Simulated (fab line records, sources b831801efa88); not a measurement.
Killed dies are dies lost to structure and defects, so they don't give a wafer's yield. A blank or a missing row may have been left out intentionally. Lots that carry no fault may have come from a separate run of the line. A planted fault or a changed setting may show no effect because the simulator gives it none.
Matching of chambers || flow gf180mcu || GF_PASSIVATION_CVD_02 on pecvd-01 has 3 sister chambers
The step deposits Si3N4, target thk 700 nm, time 486.18 s. 14 wafers are shown with their chamber, then 7 later ones without.

## EACH WAFER AND ITS CHAMBER
{"wafer": "L725.1", "chamber": 1, "heater_power_outer_w (W)": 488, "heater_power_w (W)": 738}
{"wafer": "L725.5", "chamber": 1, "heater_power_outer_w (W)": 508, "heater_power_w (W)": 795}
{"wafer": "L725.6", "chamber": 2, "heater_power_outer_w (W)": 399, "heater_power_w (W)": 696}
{"wafer": "L728.2", "chamber": 1, "heater_power_outer_w (W)": 464, "heater_power_w (W)": 736}
{"wafer": "L728.4", "chamber": 0, "heater_power_outer_w (W)": 439, "heater_power_w (W)": 715}
{"wafer": "L728.6", "chamber": 2, "heater_power_outer_w (W)": 321, "heater_power_w (W)": 590}
{"wafer": "L730.2", "chamber": 0, "heater_power_outer_w (W)": 395, "heater_power_w (W)": 674}
{"wafer": "L730.5", "chamber": 2, "heater_power_outer_w (W)": 399, "heater_power_w (W)": 686}
{"wafer": "L730.6", "chamber": 0, "heater_power_outer_w (W)": 403, "heater_power_w (W)": 712}
{"wafer": "L733.1", "chamber": 2, "heater_power_outer_w (W)": 411, "heater_power_w (W)": 700}
{"wafer": "L733.2", "chamber": 1, "heater_power_outer_w (W)": 472, "heater_power_w (W)": 741}
{"wafer": "L733.4", "chamber": 2, "heater_power_outer_w (W)": 432, "heater_power_w (W)": 720}
{"wafer": "L739.1", "chamber": 1, "heater_power_outer_w (W)": 466, "heater_power_w (W)": 750}
{"wafer": "L739.2", "chamber": 2, "heater_power_outer_w (W)": 393, "heater_power_w (W)": 693}

SIGNATURES, as means of the wafers listed above
{"reading": "heater_power_outer_w", "chamber 0": 412.33, "chamber 1": 479.60, "chamber 2": 392.50, "scatter within a chamber": 29.5}
{"reading": "heater_power_w", "chamber 0": 700.33, "chamber 1": 752.00, "chamber 2": 680.83, "scatter within a chamber": 35.7}
Rule: for each reading, subtract the chamber's mean from the wafer's reading, divide by that reading's scatter and square the result; add these up over the readings and take the root, which gives the wafer's distance from the chamber. If the next closest chamber is less than 2 further off than the closest, the wafer can't be placed; otherwise it belongs to the closest. The scatter is the square root of a quotient: the sum, over the shown wafers, of each reading's squared deviation from its chamber's mean, divided by wafers minus chambers.

## WAFERS WITH NO CHAMBER GIVEN
{"wafer": "L739.3", "heater_power_outer_w (W)": 407, "heater_power_w (W)": 713}
{"wafer": "L742.2", "heater_power_outer_w (W)": 352, "heater_power_w (W)": 636}
{"wafer": "L742.3", "heater_power_outer_w (W)": 331, "heater_power_w (W)": 597}
{"wafer": "L742.6", "heater_power_outer_w (W)": 510, "heater_power_w (W)": 775}
{"wafer": "L744.1", "heater_power_outer_w (W)": 383, "heater_power_w (W)": 672}
{"wafer": "L744.2", "heater_power_outer_w (W)": 506, "heater_power_w (W)": 786}
{"wafer": "L744.6", "heater_power_outer_w (W)": 318, "heater_power_w (W)": 580}

## EACH ONE'S CHAMBER
{"wafer": "L739.3", "from the rows above": "can't be placed: 0 or 2", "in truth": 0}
{"wafer": "L742.2", "from the rows above": "can't be placed: 2 or 0", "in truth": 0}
{"wafer": "L742.3", "from the rows above": "can't be placed: 2 or 0", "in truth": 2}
{"wafer": "L742.6", "from the rows above": 1, "in truth": 1}
{"wafer": "L744.1", "from the rows above": "can't be placed: 2 or 0", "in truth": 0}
{"wafer": "L744.2", "from the rows above": 1, "in truth": 1}
{"wafer": "L744.6", "from the rows above": "can't be placed: 2 or 0", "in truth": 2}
Correctly placed: 2 of 7. Unplaceable from these rows: 5, with the true chamber sitting among the candidates in 5. 0 placed wrongly.
